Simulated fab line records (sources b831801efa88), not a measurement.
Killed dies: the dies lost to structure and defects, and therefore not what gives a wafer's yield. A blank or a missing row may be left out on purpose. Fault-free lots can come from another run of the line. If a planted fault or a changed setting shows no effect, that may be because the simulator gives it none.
Struck lot and sound lot, side by side / flow sfq-line / 19 out of 325 route steps
Sound: wafers L914.1, L914.3, L914.4. Struck: wafer L923.2. (L923.3 of the same lot was not struck and is left out.) The cause comes at the end.
Per side, at each step with rows, come the tool, then ch with its chambers, and then its first start. Under that, the readings that differ: sound wafers / struck wafers / difference of the means / sigmas: that difference in standard deviations of wafers without a fault.
alike: a reading whose means differ by less than 2 such deviations, as well as words and numbers matching on both sides. not compared: withheld readings; readings where some wafer has no value; bounds like >300 that might hide an equal value; numbers whose values overlap and for which the record gives no deviation.
Wherever a step has rows on one side only, a row that says differs or no value, or a row with sigmas, the two part there. When numbers do not overlap yet have no deviation, they are printed without sigmas and do not part them. Lack of a reading on every wafer of one side parts them only where that side has two or more wafers.

first, 4 steps without rows for these wafers: SFQ_TRILAYER_L0_LITHO_SOFTBAKE_009; SFQ_TRILAYER_L0_LITHO_EXPOSE_006 (exposes mask L0, target cd 2000 nm); SFQ_TRILAYER_L0_LITHO_PEB_008 (peb time 60 s); SFQ_TRILAYER_L0_LITHO_DEVELOP_007 (time 60 s).
SFQ_TRILAYER_L0_BARC_OPEN_METAL_ETCH_010: etches BARC in O2, target depth 125 nm, time 41.7 s.
  sound on rie-metal-04 ch 0,1, day 3 18:35; struck on rie-metal-02 ch 1, day 4 20:32
  alike: chamber-pressure-mTorr, drypump-motor-current-A, oes-product-au
  not compared: rf-hours-counter-h
SFQ_TRILAYER_L0_ETCH_METAL_ETCH_008: etches MoNx KI in SF6/O2, stops on SiO2, target depth 50 nm, time 25 s.
  sound on rie-metal-04 ch 0,1, day 3 18:38; struck on rie-metal-02 ch 1, day 4 20:35
  alike: chamber-pressure-mTorr, drypump-motor-current-A, oes-product-au
  not compared: rf-hours-counter-h
SFQ_TRILAYER_L0_STRIP_STRIP_009: strips in O2.
  sound on rie-metal-04 ch 0,1, day 3 18:41; struck on rie-metal-02 ch 1, day 4 20:38
  alike: chamber-pressure-mTorr, drypump-motor-current-A, oes-product-au, platen-temp-c
  not compared: rf-hours-counter-h
then, 1 step without rows for these wafers: SFQ_TRILAYER_L0_STRIP_SOLV_CLEAN_010 (cleans in NMP, time 600 s).
SFQ_TRILAYER_L0_CAP_PECVD_011: deposits SiO2 from SiH4/N2O, time 13.333 s, target thk 60 nm.
  sound on pecvd-01 ch 0,1, day 3 19:28; struck on pecvd-04 ch 2, day 4 21:25
  alike: heater-power-w, throttle-valve-pct
then, 3 steps without rows for these wafers: SFQ_TRILAYER_L0_VIA_LITHO_COAT_018 (resist thk 62 nm); SFQ_TRILAYER_L0_VIA_LITHO_COAT_013 (resist thk 650 nm); SFQ_TRILAYER_L0_VIA_LITHO_SOFTBAKE_017.
SFQ_TRILAYER_L0_VIA_LITHO_EXPOSE_014: exposes mask L0V, target cd 700 nm.
  sound on krf-scanner-02 ch 0, day 4 22:38; struck on krf-scanner-02 ch 0, day 6 07:37
  alike: mask, exposure-dose-mJ-cm2
then, 2 steps without rows for these wafers: SFQ_TRILAYER_L0_VIA_LITHO_PEB_016 (peb time 60 s); SFQ_TRILAYER_L0_VIA_LITHO_DEVELOP_015 (time 60 s).
SFQ_L0V_OVL_MEAS_903:
  sound on overlay-01, day 5 00:08; struck on overlay-01, day 6 08:55
  alike: L0V_OVL
SFQ_TRILAYER_L0_VIA_BARC_OPEN_VIA_ETCH_021: etches BARC in O2, target depth 125 nm, time 41.7 s.
  sound on rie-diel-03 ch 0,1,2, day 5 00:10; struck on rie-diel-02 ch 3, day 6 08:57
reading=rf-hours-counter-h (h); sound=119 165 145; struck=1; difference=-142; sigmas=
reading=model.L0V.cd-nm (nm); sound=701.9 701.5 701; struck=706.2; difference=+4.7; sigmas=
  alike: chamber-pressure-mTorr, drypump-motor-current-A, oes-product-au
SFQ_TRILAYER_L0_VIA_ETCH_VIA_ETCH_016: etches SiO2 in CHF3, stops on MoNx KI, target depth 80 nm.
  sound on rie-diel-03 ch 0,1,2, day 5 00:13; struck on rie-diel-02 ch 3, day 6 08:59
reading=model.L0V.cd-nm (nm); sound=701.6 701.8 700.8; struck=705.6; difference=+4.2; sigmas=
  alike: chamber-pressure-mTorr, drypump-motor-current-A, oes-product-au
SFQ_TRILAYER_L0_VIA_STRIP_STRIP_017: strips in O2.
  sound on rie-metal-01 ch 0,1, day 5 00:15; struck on rie-metal-03 ch 1, day 6 09:14
  alike: chamber-pressure-mTorr, drypump-motor-current-A, oes-product-au, platen-temp-c
  not compared: rf-hours-counter-h

## WHERE THEY PART
Nowhere in this record.

WHY: what had been put in by the simulator
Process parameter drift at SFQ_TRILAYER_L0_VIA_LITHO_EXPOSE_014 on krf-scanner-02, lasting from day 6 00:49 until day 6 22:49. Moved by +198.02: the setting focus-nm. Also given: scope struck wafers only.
